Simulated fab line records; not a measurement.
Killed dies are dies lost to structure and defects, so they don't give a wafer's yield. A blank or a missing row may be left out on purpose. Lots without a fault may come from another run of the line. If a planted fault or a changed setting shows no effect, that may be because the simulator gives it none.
Chamber matching | flow gf180mcu | GF_V5_CVD_02 on pecvd-03: 3 sister chambers
The step deposits SiO2 from TEOS, target thk 1450 nm, time 163.28 s. 3 wafers are shown with their chamber, then 6 later ones without.

== EACH WAFER AND ITS CHAMBER ==
wafer  | chamber | heater_power_w (W)
L965.3 | 1       | 825
L970.4 | 2       | 653
L970.5 | 0       | 628

== WAFERS WITH NO CHAMBER GIVEN ==
wafer  | heater_power_w (W)
L970.6 | 701
L973.4 | 827
L973.5 | 847
L973.6 | 789
L976.1 | 891
L976.5 | 655

== WHICH CHAMBER EACH WENT THROUGH ==
wafer  | from the rows above     | in truth
L970.6 | can't be placed: 2 or 0 | 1
L973.4 | 1                       | 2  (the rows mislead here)
L973.5 | 1                       | 1
L973.6 | 1                       | 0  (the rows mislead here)
L976.1 | 1                       | 1
L976.5 | can't be placed: 2 or 0 | 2
Correctly placed: 2 of 6. Unplaceable from these rows: 2, with the true chamber sitting among the candidates in 1. 2 placed wrongly.
How it was worked out, from the rows above alone: a wafer's distance from a chamber is the root of the sum, over the readings, of the square of ((its reading less the chamber's mean) divided by the reading's scatter). If the next closest chamber is less than 2 further off than the closest, the wafer can't be placed; otherwise it belongs to the closest. A chamber's mean is the mean of its shown wafers. The scatter: root of mean squared gap, hidden wafer to nearest shown wafer, with one shown wafer a chamber.
